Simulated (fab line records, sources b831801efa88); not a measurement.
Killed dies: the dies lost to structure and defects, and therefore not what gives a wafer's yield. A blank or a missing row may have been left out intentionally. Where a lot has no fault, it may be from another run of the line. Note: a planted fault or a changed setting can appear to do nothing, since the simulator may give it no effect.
fab line records / flow gf180mcu
[record] lots = 5 wafers = 15 last-day = 33
route steps=602 shown HV_LDD@182
lots that met no fault: taken from a fault-free run of the same line
start-h: the number of hours between the record's first day and the start of the first shown wafer of the lot / wait-h: how many hours have passed since the lot's step before this one / " unchanged from the row above / L1.1+2: several wafers, shown together as one row / - no value, or no start was given / * or withheld: withheld / < > ~ a bound
route shown NAME@n: names a module that has steps shown in the file, with the first one's number in the route / usual: mean and standard deviation over wafers with no fault / same: alike in all rows / chamber/n: place in a boat / sites: per-site readings / _std_site: how widely they spread, as a standard deviation / _edge_site: inner sites' mean taken away from outer sites' mean / radius-mm: how far each site lies from the wafer's centre / mask NAME#n: copy n / behind: the last tool/chamber to shape the wafer / hold: what put the lot on hold/how long, in hours/how the hold closed / device: the n, p or np transistor that did not switch / end of line: tests run on the same wafers once the route is complete / a step given without rows: its recipe and nothing more / killed: dies that structure and defects cost at the first sort, which is not the same as the wafer's yield / map: per-die view of a wafer (x killed, . not killed, _ where there is no die)
set.NAME: setting as actually run; set.NAME@STEP: the setting as run at that earlier step / model.NAME: the simulator's own value behind a step, which no gauge read
a table for each step, a row for each wafer; lots at some steps of the route
services: when a tool's chamber went out of use (start-h, in hours from the record's first day, below 0 if earlier), for how many hours, and the reason
[[steps]]
[step GF_HV_LDD_DEVELOP_06]
[recipe] develop-time-s = 60 dev-temp-c = 23.43
lot.wafer=L078.1+4+6 tool=litho-track-02 chamber=0 start-h=245.15 wait-h=0.1
lot.wafer=L079.2+4+5 tool=litho-track-04 chamber=0 start-h=252.98 wait-h=0.1
lot.wafer=L083.1+4+5 tool=litho-track-04 chamber=0 start-h=285.46 wait-h=0.1
lot.wafer=L085.2+5+6 tool=litho-track-01 chamber=0 start-h=297.68 wait-h=0.1
lot.wafer=L092.1+2+5 tool=litho-track-01 chamber=0 start-h=348.95 wait-h=0.1
[step GF_HV_LDD_CD_MEAS_07]
[recipe] target-cd-nm = 400
[usual] cd-nm = 400.6/2.9
lot.wafer=L078.1 tool=cd-sem-01 chamber=- start-h=245.30 wait-h=0.1 cd-nm=399.9
lot.wafer=L078.4 tool=cd-sem-01 chamber=- start-h=245.30 wait-h=0.1 cd-nm=396.8
lot.wafer=L078.6 tool=cd-sem-01 chamber=- start-h=245.30 wait-h=0.1 cd-nm=400.0
lot.wafer=L079.2 tool=cd-sem-02 chamber=- start-h=253.13 wait-h=0.1 cd-nm=398.7
lot.wafer=L079.4 tool=cd-sem-02 chamber=- start-h=253.13 wait-h=0.1 cd-nm=399.6
lot.wafer=L079.5 tool=cd-sem-02 chamber=- start-h=253.13 wait-h=0.1 cd-nm=399.7
lot.wafer=L083.1 tool=cd-sem-01 chamber=- start-h=285.61 wait-h=0.1 cd-nm=400.9
lot.wafer=L083.4 tool=cd-sem-01 chamber=- start-h=285.61 wait-h=0.1 cd-nm=403.5
lot.wafer=L083.5 tool=cd-sem-01 chamber=- start-h=285.61 wait-h=0.1 cd-nm=402.5
lot.wafer=L085.2 tool=cd-sem-02 chamber=- start-h=297.82 wait-h=0.1 cd-nm=399.8
lot.wafer=L085.5 tool=cd-sem-02 chamber=- start-h=297.82 wait-h=0.1 cd-nm=399.0
lot.wafer=L085.6 tool=cd-sem-02 chamber=- start-h=297.82 wait-h=0.1 cd-nm=401.0
lot.wafer=L092.1 tool=cd-sem-02 chamber=- start-h=349.10 wait-h=0.1 cd-nm=405.2
lot.wafer=L092.2 tool=cd-sem-02 chamber=- start-h=349.10 wait-h=0.1 cd-nm=402.9
lot.wafer=L092.5 tool=cd-sem-02 chamber=- start-h=349.10 wait-h=0.1 cd-nm=403.9
[step GF_HV_LDD_OVL_MEAS_08]
[usual] HV_LDD_OVL = -1.1/1.4
lot.wafer=L078.1 tool=overlay-02 chamber=- start-h=245.42 wait-h=0.1 HV_LDD_OVL[nm]=0.5
lot.wafer=L078.4 tool=overlay-02 chamber=- start-h=245.42 wait-h=0.1 HV_LDD_OVL[nm]=0.1
lot.wafer=L078.6 tool=overlay-02 chamber=- start-h=245.42 wait-h=0.1 HV_LDD_OVL[nm]=-1.0
lot.wafer=L079.2 tool=overlay-02 chamber=- start-h=253.23 wait-h=0.1 HV_LDD_OVL[nm]=-0.7
lot.wafer=L079.4 tool=overlay-02 chamber=- start-h=253.23 wait-h=0.1 HV_LDD_OVL[nm]=-0.2
lot.wafer=L079.5 tool=overlay-02 chamber=- start-h=253.23 wait-h=0.1 HV_LDD_OVL[nm]=0.7
lot.wafer=L083.1 tool=overlay-02 chamber=- start-h=285.73 wait-h=0.1 HV_LDD_OVL[nm]=0.5
lot.wafer=L083.4 tool=overlay-02 chamber=- start-h=285.73 wait-h=0.1 HV_LDD_OVL[nm]=-0.9
lot.wafer=L083.5 tool=overlay-02 chamber=- start-h=285.73 wait-h=0.1 HV_LDD_OVL[nm]=1.7
lot.wafer=L085.2 tool=overlay-02 chamber=- start-h=297.93 wait-h=0.1 HV_LDD_OVL[nm]=-2.1
lot.wafer=L085.5 tool=overlay-02 chamber=- start-h=297.93 wait-h=0.1 HV_LDD_OVL[nm]=-2.0
lot.wafer=L085.6 tool=overlay-02 chamber=- start-h=297.93 wait-h=0.1 HV_LDD_OVL[nm]=-3.2
lot.wafer=L092.1 tool=overlay-02 chamber=- start-h=349.22 wait-h=0.1 HV_LDD_OVL[nm]=-2.7
lot.wafer=L092.2 tool=overlay-02 chamber=- start-h=349.22 wait-h=0.1 HV_LDD_OVL[nm]=-1.4
lot.wafer=L092.5 tool=overlay-02 chamber=- start-h=349.22 wait-h=0.1 HV_LDD_OVL[nm]=-0.3
[step GF_HV_LDD_IMPLANT_09]
[recipe] species = As energy-kev = 40 dose-cm2 = 1e+14 tilt-deg = 7
[same] implant-ion-amu = 75
lot.wafer=L078.1+4+6 tool=implanter-02 chamber=0 start-h=245.46 wait-h=0.0
lot.wafer=L079.2+4+5 tool=implanter-02 chamber=0 start-h=253.29 wait-h=0.0
lot.wafer=L083.1+4+5 tool=implanter-03 chamber=0 start-h=285.76 wait-h=0.0
lot.wafer=L085.2+5+6 tool=implanter-01 chamber=0 start-h=297.99 wait-h=0.0
lot.wafer=L092.1+2+5 tool=implanter-01 chamber=0 start-h=349.26 wait-h=0.0
[step GF_HV_LDD_STRIP_10]
[recipe] chemistry = O2/N2 power-w = 1400 pressure-mtorr = 1500 platen-temp-c = 250 o2-flow-sccm = 3000 n2-flow-sccm = 300 overash-fraction = 0.5
[usual] drypump-motor-current-A = 5.45/0.29 heater-power-w = 354/40 oes-product-au = 0.716/0.0044 strip-time-to-endpoint-s = 12.62/0.03
lot.wafer=L078.1 tool=plasma-asher-02 chamber=1 start-h=245.61 wait-h=0.1 drypump-motor-current-A=5.29 heater-power-w=367 oes-product-au=0.712 rf-hours-counter-h=59 strip-time-to-endpoint-s=12.63
lot.wafer=L078.4 tool=plasma-asher-02 chamber=1 start-h=245.61 wait-h=0.1 drypump-motor-current-A=5.27 heater-power-w=350 oes-product-au=0.719 rf-hours-counter-h=- strip-time-to-endpoint-s=12.63
lot.wafer=L078.6 tool=plasma-asher-02 chamber=0 start-h=245.61 wait-h=0.1 drypump-motor-current-A=6.20 heater-power-w=365 oes-product-au=0.710 rf-hours-counter-h=- strip-time-to-endpoint-s=12.65
lot.wafer=L079.2 tool=plasma-asher-03 chamber=1 start-h=253.41 wait-h=0.1 drypump-motor-current-A=5.59 heater-power-w=284 oes-product-au=0.712 rf-hours-counter-h=63 strip-time-to-endpoint-s=12.65
lot.wafer=L079.4 tool=plasma-asher-03 chamber=0 start-h=253.41 wait-h=0.1 drypump-motor-current-A=5.46 heater-power-w=424 oes-product-au=0.719 rf-hours-counter-h=- strip-time-to-endpoint-s=12.61
lot.wafer=L079.5 tool=plasma-asher-03 chamber=0 start-h=253.41 wait-h=0.1 drypump-motor-current-A=5.48 heater-power-w=425 oes-product-au=0.716 rf-hours-counter-h=- strip-time-to-endpoint-s=12.59
lot.wafer=L083.1 tool=plasma-asher-01 chamber=1 start-h=285.91 wait-h=0.1 drypump-motor-current-A=5.19 heater-power-w=369 oes-product-au=0.711 rf-hours-counter-h=17 strip-time-to-endpoint-s=12.60
lot.wafer=L083.4 tool=plasma-asher-01 chamber=1 start-h=285.91 wait-h=0.1 drypump-motor-current-A=5.16 heater-power-w=364 oes-product-au=0.719 rf-hours-counter-h=- strip-time-to-endpoint-s=12.62
lot.wafer=L083.5 tool=plasma-asher-01 chamber=1 start-h=285.91 wait-h=0.1 drypump-motor-current-A=5.14 heater-power-w=356 oes-product-au=0.713 rf-hours-counter-h=- strip-time-to-endpoint-s=12.63
lot.wafer=L085.2 tool=plasma-asher-01 chamber=0 start-h=298.11 wait-h=0.1 drypump-motor-current-A=5.39 heater-power-w=336 oes-product-au=0.712 rf-hours-counter-h=18 strip-time-to-endpoint-s=12.63
lot.wafer=L085.5 tool=plasma-asher-01 chamber=0 start-h=298.11 wait-h=0.1 drypump-motor-current-A=5.38 heater-power-w=339 oes-product-au=0.715 rf-hours-counter-h=- strip-time-to-endpoint-s=12.69
lot.wafer=L085.6 tool=plasma-asher-01 chamber=1 start-h=298.11 wait-h=0.1 drypump-motor-current-A=5.17 heater-power-w=359 oes-product-au=0.721 rf-hours-counter-h=- strip-time-to-endpoint-s=12.66
lot.wafer=L092.1 tool=plasma-asher-01 chamber=1 start-h=349.41 wait-h=0.1 drypump-motor-current-A=5.17 heater-power-w=367 oes-product-au=0.714 rf-hours-counter-h=23 strip-time-to-endpoint-s=12.62
lot.wafer=L092.2 tool=plasma-asher-01 chamber=0 start-h=349.41 wait-h=0.1 drypump-motor-current-A=5.38 heater-power-w=343 oes-product-au=0.713 rf-hours-counter-h=23 strip-time-to-endpoint-s=12.59
lot.wafer=L092.5 tool=plasma-asher-01 chamber=1 start-h=349.41 wait-h=0.1 drypump-motor-current-A=5.15 heater-power-w=360 oes-product-au=0.721 rf-hours-counter-h=- strip-time-to-endpoint-s=12.61
[step GF_HV_LDD_TW_MEAS_11]
[usual] HV_LDD_TW = 2412/18
lot.wafer=L078.1 tool=film-metro-02 chamber=- start-h=245.71 wait-h=0.1 HV_LDD_TW=2445
lot.wafer=L078.4 tool=film-metro-02 chamber=- start-h=245.71 wait-h=0.1 HV_LDD_TW=2437
lot.wafer=L078.6 tool=film-metro-02 chamber=- start-h=245.71 wait-h=0.1 HV_LDD_TW=2431
lot.wafer=L079.2 tool=film-metro-02 chamber=- start-h=253.52 wait-h=0.1 HV_LDD_TW=2430
lot.wafer=L079.4 tool=film-metro-02 chamber=- start-h=253.52 wait-h=0.1 HV_LDD_TW=2429
lot.wafer=L079.5 tool=film-metro-02 chamber=- start-h=253.52 wait-h=0.1 HV_LDD_TW=2432
lot.wafer=L083.1 tool=film-metro-02 chamber=- start-h=286.01 wait-h=0.1 HV_LDD_TW=2438
lot.wafer=L083.4 tool=film-metro-02 chamber=- start-h=286.01 wait-h=0.1 HV_LDD_TW=2436
lot.wafer=L083.5 tool=film-metro-02 chamber=- start-h=286.01 wait-h=0.1 HV_LDD_TW=2440
lot.wafer=L085.2 tool=film-metro-03 chamber=- start-h=298.22 wait-h=0.1 HV_LDD_TW=2397
lot.wafer=L085.5 tool=film-metro-03 chamber=- start-h=298.22 wait-h=0.1 HV_LDD_TW=2400
lot.wafer=L085.6 tool=film-metro-03 chamber=- start-h=298.22 wait-h=0.1 HV_LDD_TW=2398
lot.wafer=L092.1 tool=film-metro-03 chamber=- start-h=349.51 wait-h=0.1 HV_LDD_TW=2427
lot.wafer=L092.2 tool=film-metro-03 chamber=- start-h=349.51 wait-h=0.1 HV_LDD_TW=2415
lot.wafer=L092.5 tool=film-metro-03 chamber=- start-h=349.51 wait-h=0.1 HV_LDD_TW=2404
[step GF_HV_LDD_DEHYDRATE_12]
[recipe] temp-c = 200 time-s = 60
lot.wafer=L078.1+4+6 tool=litho-track-01 chamber=0 start-h=254.30 wait-h=8.6
lot.wafer=L079.2+4+5 tool=litho-track-02 chamber=0 start-h=262.33 wait-h=8.8
lot.wafer=L083.1+4+5 tool=litho-track-01 chamber=0 start-h=295.35 wait-h=9.3
lot.wafer=L085.2+5+6 tool=litho-track-02 chamber=0 start-h=308.13 wait-h=9.9
lot.wafer=L092.1+2+5 tool=litho-track-01 chamber=0 start-h=359.75 wait-h=10.2
[step GF_HV_LDD_HMDS_13]
[recipe] prime-time-s = 60 prime-temp-c = 120
lot.wafer=L078.1+4+6 tool=litho-track-01 chamber=0 start-h=254.45 wait-h=0.1
lot.wafer=L079.2+4+5 tool=litho-track-02 chamber=0 start-h=262.48 wait-h=0.1
lot.wafer=L083.1+4+5 tool=litho-track-01 chamber=0 start-h=295.50 wait-h=0.1
lot.wafer=L085.2+5+6 tool=litho-track-02 chamber=0 start-h=308.28 wait-h=0.1
lot.wafer=L092.1+2+5 tool=litho-track-01 chamber=0 start-h=359.90 wait-h=0.1
[[services]]
tool=implanter-01 chamber=- start-h=236.33 hours=12.0 kind=repair
tool=implanter-03 chamber=- start-h=242.34 hours=29.2 kind=pm
tool=implanter-01 chamber=- start-h=280.94 hours=8.7 kind=repair
tool=plasma-asher-03 chamber=- start-h=301.44 hours=1.8 kind=repair
tool=implanter-03 chamber=- start-h=339.04 hours=6.0 kind=pm
tool=implanter-03 chamber=- start-h=347.63 hours=5.7 kind=repair
tool=implanter-01 chamber=- start-h=354.03 hours=1.7 kind=repair
[[key]]
fault none
